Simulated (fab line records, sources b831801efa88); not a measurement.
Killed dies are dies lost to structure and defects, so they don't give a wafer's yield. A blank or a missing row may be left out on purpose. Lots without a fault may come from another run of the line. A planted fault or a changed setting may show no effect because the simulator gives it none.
Which tool did it? | flow sky130 | 12 lots, 36 wafers sampled, at 5 steps of a route of 708

WHAT THE GAUGES READ, wafer by wafer
The record holds no reading of a measuring or inspecting step that can be judged against a usual standard deviation.

WHICH TOOL RAN EACH LOT (tool, then ch and the chambers of the sampled wafers, then the start)
lot  | SKY_VIA4_STRIP_13                    | SKY_VIA4_SPUTTER_17          | SKY_PASSIVATION_DEVELOP_10        | SKY_PASSIVATION_STRIP_12             | SKY_PAD_OPEN_PROBE_99
L254 | plasma_asher-04 ch 0,1, day 43 04:49 | pvd_sputter-02, day 43 05:25 | litho_track-04 ch 0, day 45 04:00 | plasma_asher-02 ch 0, day 45 04:34   | -
L260 | plasma_asher-02 ch 0,1, day 44 18:14 | pvd_sputter-02, day 44 18:54 | litho_track-04 ch 0, day 46 15:00 | plasma_asher-01 ch 0,1, day 46 15:28 | -
L258 | plasma_asher-03 ch 0,1, day 44 18:22 | pvd_sputter-01, day 44 19:00 | litho_track-04 ch 0, day 46 15:00 | plasma_asher-03 ch 0,1, day 46 15:49 | prober-02, day 47 14:47
L261 | plasma_asher-02 ch 0,1, day 45 12:19 | pvd_sputter-02, day 45 12:58 | litho_track-01 ch 0, day 47 08:00 | plasma_asher-02 ch 0,1, day 47 08:44 | prober-01, day 48 07:22
L263 | plasma_asher-03 ch 0,1, day 45 18:43 | pvd_sputter-03, day 45 19:24 | litho_track-04 ch 0, day 47 14:00 | plasma_asher-01 ch 0,1, day 47 14:34 | -
L265 | plasma_asher-02 ch 1, day 46 03:25   | pvd_sputter-01, day 46 04:01 | litho_track-04 ch 0, day 47 21:00 | plasma_asher-02 ch 0,1, day 47 22:13 | -
L266 | plasma_asher-03 ch 0,1, day 46 09:28 | pvd_sputter-03, day 46 10:03 | litho_track-04 ch 0, day 48 03:00 | plasma_asher-03 ch 0,1, day 48 03:40 | -
L270 | plasma_asher-04 ch 0, day 47 15:41   | pvd_sputter-03, day 47 16:20 | litho_track-01 ch 0, day 49 05:00 | plasma_asher-03 ch 0,1, day 49 06:02 | prober-02, day 50 02:00
L272 | plasma_asher-02 ch 0,1, day 47 20:16 | pvd_sputter-02, day 47 20:51 | litho_track-03 ch 0, day 49 11:00 | plasma_asher-01 ch 0,1, day 49 11:56 | prober-01, day 50 08:02
L274 | plasma_asher-02 ch 0,1, day 48 06:10 | pvd_sputter-03, day 48 06:47 | litho_track-01 ch 0, day 49 21:00 | plasma_asher-01 ch 0,1, day 49 21:38 | prober-02, day 50 16:40
L275 | plasma_asher-03 ch 0,1, day 48 12:41 | pvd_sputter-01, day 48 13:53 | litho_track-01 ch 0, day 50 01:00 | plasma_asher-03 ch 0,1, day 50 01:59 | -
L276 | plasma_asher-03 ch 0,1, day 48 18:19 | pvd_sputter-01, day 48 18:55 | litho_track-03 ch 0, day 50 07:00 | plasma_asher-01 ch 0,1, day 50 08:12 | -
- SKY_VIA4_STRIP_13: strips in O2/N2.
- SKY_VIA4_SPUTTER_17: material TiN, target thk 20 nm, time 80 s.
- SKY_PASSIVATION_DEVELOP_10: develop time 60 s.
- SKY_PASSIVATION_STRIP_12: strips in O2/N2.
- SKY_PAD_OPEN_PROBE_99

WHAT THE TOOLS THEMSELVES READ (means of the sampled wafers that have a number; where no wafer has one, the mark that the record gives instead)
SKY_VIA4_STRIP_13. Usual: drypump_motor_current_A 5.8 A, standard deviation 0.31; oes_product_au 0.709 a.u., standard deviation 0.0048; strip_time_to_endpoint_s 12.788 s, standard deviation 0.029.
lot  | tool            | drypump_motor_current_A (A) | oes_product_au (a.u.) | strip_time_to_endpoint_s (s) | flag
L254 | plasma_asher-04 | 5.6                         | 0.713                 | 12.774                       |
L260 | plasma_asher-02 | 5.9                         | 0.710                 | 12.782                       |
L258 | plasma_asher-03 | 6.1                         | 0.709                 | 12.814                       |
L261 | plasma_asher-02 | 5.9                         | 0.713                 | 12.794                       |
L263 | plasma_asher-03 | 6.0                         | 0.704                 | 12.771                       |
L265 | plasma_asher-02 | 6.2                         | 0.709                 | 12.792                       |
L266 | plasma_asher-03 | 6.0                         | 0.712                 | 12.756                       |
L270 | plasma_asher-04 | 5.3                         | 0.707                 | 12.789                       |
L272 | plasma_asher-02 | 5.9                         | 0.707                 | 12.770                       |
L274 | plasma_asher-02 | 6.0                         | 0.710                 | 12.817                       |
L275 | plasma_asher-03 | 6.0                         | 0.709                 | 12.793                       |
L276 | plasma_asher-03 | 6.0                         | 0.706                 | 12.771                       |

SKY_VIA4_SPUTTER_17. Usual: throttle_valve_pct 29.6 %, standard deviation 1.3.
lot  | tool           | throttle_valve_pct (%) | flag
L254 | pvd_sputter-02 | 31.3                   |
L260 | pvd_sputter-02 | 28.4                   |
L258 | pvd_sputter-01 | 29.5                   |
L261 | pvd_sputter-02 | 31.4                   |
L263 | pvd_sputter-03 | 29.9                   |
L265 | pvd_sputter-01 | 29.5                   |
L266 | pvd_sputter-03 | 30.2                   |
L270 | pvd_sputter-03 | 30.9                   |
L272 | pvd_sputter-02 | 29.3                   |
L274 | pvd_sputter-03 | 29.7                   |
L275 | pvd_sputter-01 | 28.8                   |
L276 | pvd_sputter-01 | 29.3                   |

SKY_PASSIVATION_DEVELOP_10. Usual: developer_temp_C 23.00 C, standard deviation 0.11; resist_line_temp_C 23.00 C, standard deviation 0.12.
lot  | tool           | developer_temp_C (C) | resist_line_temp_C (C) | flag
L254 | litho_track-04 | 22.94                | 22.85                  |
L260 | litho_track-04 | 22.99                | 23.14                  |
L258 | litho_track-04 | 22.81                | 22.97                  |
L261 | litho_track-01 | 22.96                | 23.05                  |
L263 | litho_track-04 | 23.09                | 23.08                  |
L265 | litho_track-04 | 23.90                | 23.16                  | OFF
L266 | litho_track-04 | 24.00                | 23.09                  | OFF
L270 | litho_track-01 | 22.94                | 22.99                  |
L272 | litho_track-03 | 23.02                | 22.91                  |
L274 | litho_track-01 | 22.92                | 22.89                  |
L275 | litho_track-01 | 23.03                | 22.95                  |
L276 | litho_track-03 | 23.06                | 22.92                  |

SKY_PASSIVATION_STRIP_12. Usual: drypump_motor_current_A 5.9 A, standard deviation 0.42; oes_product_au 0.661 a.u., standard deviation 0.0044; strip_time_to_endpoint_s 31.59 s, standard deviation 0.11.
lot  | tool            | drypump_motor_current_A (A) | oes_product_au (a.u.) | strip_time_to_endpoint_s (s) | flag
L254 | plasma_asher-02 | 5.7                         | 0.663                 | 31.62                        |
L260 | plasma_asher-01 | 5.6                         | 0.659                 | 31.58                        |
L258 | plasma_asher-03 | 6.0                         | 0.656                 | 31.70                        |
L261 | plasma_asher-02 | 5.9                         | 0.660                 | 31.65                        |
L263 | plasma_asher-01 | 5.9                         | 0.658                 | 31.55                        |
L265 | plasma_asher-02 | 5.9                         | 0.661                 | 31.53                        |
L266 | plasma_asher-03 | 6.0                         | 0.658                 | 31.39                        |
L270 | plasma_asher-03 | 6.0                         | 0.661                 | 31.41                        |
L272 | plasma_asher-01 | 5.9                         | 0.664                 | 31.56                        |
L274 | plasma_asher-01 | 5.6                         | 0.660                 | 31.48                        |
L275 | plasma_asher-03 | 6.0                         | 0.662                 | 31.53                        |
L276 | plasma_asher-01 | 5.9                         | 0.663                 | 31.58                        |

SKY_PAD_OPEN_PROBE_99. Usual: defect_limited_yield 82.9 %, standard deviation 1.9; killed_at_M0_to_M3 42, standard deviation 6.3; killed_at_M4_up 2.8, standard deviation 1.9; killed_at_contacts 23, standard deviation 5.3; killed_at_front_end 16, standard deviation 4.3; killed_at_other 0.2, standard deviation 0.51; killed_dies 84, standard deviation 9.3; killed_open 46, standard deviation 7.6; killed_short 38, standard deviation 6.3; sort_bin_3_pad_short 0.8 %, standard deviation 0.41; sort_bin_5_function 10.0 %, standard deviation 1.4; sort_bin_6_memory 6.2 %, standard deviation 1.1; sort_bin_8_speed 0.00 %, standard deviation 0.017; sort_n_pass 408, standard deviation 9.3; sort_yield_pct 82.9 %, standard deviation 1.9.
lot  | tool      | defect_limited_yield (%) | killed_at_M0_to_M3 | killed_at_M4_up | killed_at_contacts | killed_at_front_end | killed_at_other | killed_dies | killed_open | killed_short | sort_bin_3_pad_short (%) | sort_bin_5_function (%) | sort_bin_6_memory (%) | sort_bin_8_speed (%) | sort_n_pass | sort_yield_pct (%) | flag
L258 | prober-02 | 82.5                     | 46                 | 3.0             | 22                 | 15                  | 0.3             | 86          | 52          | 34           | 0.7                      | 10.1                    | 6.7                   | 0.00                 | 406         | 82.5               |
L261 | prober-01 | 84.7                     | 37                 | 0.7             | 27                 | 10                  | 0.7             | 75          | 49          | 26           | 0.4                      | 8.9                     | 6.0                   | 0.00                 | 417         | 84.7               |
L270 | prober-02 | 80.4                     | 44                 | 2.0             | 31                 | 19                  | 0.0             | 96          | 49          | 47           | 1.2                      | 10.8                    | 7.5                   | 0.00                 | 396         | 80.4               |
L272 | prober-01 | 85.0                     | 37                 | 2.3             | 20                 | 14                  | 0.0             | 74          | 39          | 35           | 0.9                      | 8.5                     | 5.6                   | 0.00                 | 418         | 85.0               |
L274 | prober-02 | 80.4                     | 47                 | 2.7             | 23                 | 23                  | 0.3             | 96          | 51          | 46           | 1.3                      | 10.9                    | 7.4                   | 0.00                 | 396         | 80.4               |

THE ANSWER, worked out from the rows above alone
Rule: a lot is off if the mean of its wafers that have a number lies more than 3 standard deviations from the usual mean. A lot without any number at a reading at which 4 lots or more have one is off too. The other lots that the step has rows for count as sound. The gauges are gone through in route order, then the tools' own readings, and for those a lot's mean is taken as printed above. The first step at which some lot is off is used, and at that step the reading that is off furthest; a lot without a number counts as furthest.
Off: L265, L266, at SKY_PASSIVATION_DEVELOP_10 (developer_temp_C).
A tool fits if, at that step or a process step before it, it ran every lot that is off, and no sound lot after the first of them. One fits: litho_track-04 at SKY_PASSIVATION_DEVELOP_10. Its last sound lot is L263 (day 47 14:00), its first lot that is off L265 (day 47 21:00): a fault that began between those two fits.
The tool's own readings at SKY_PASSIVATION_DEVELOP_10 bear it out: on the lots that are off they differ by more than 5 times the standard deviation of the sound lots' means. developer_temp_C reads 23.95 C there against 22.98 C on the sound lots.

WHAT THE SIMULATOR HAD PUT IN
Process parameter drift: litho_track-04, from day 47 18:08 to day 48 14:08, at SKY_PASSIVATION_DEVELOP_10. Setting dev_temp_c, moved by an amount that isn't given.
Lots struck among those shown: L265, L266. The rule above found the same.
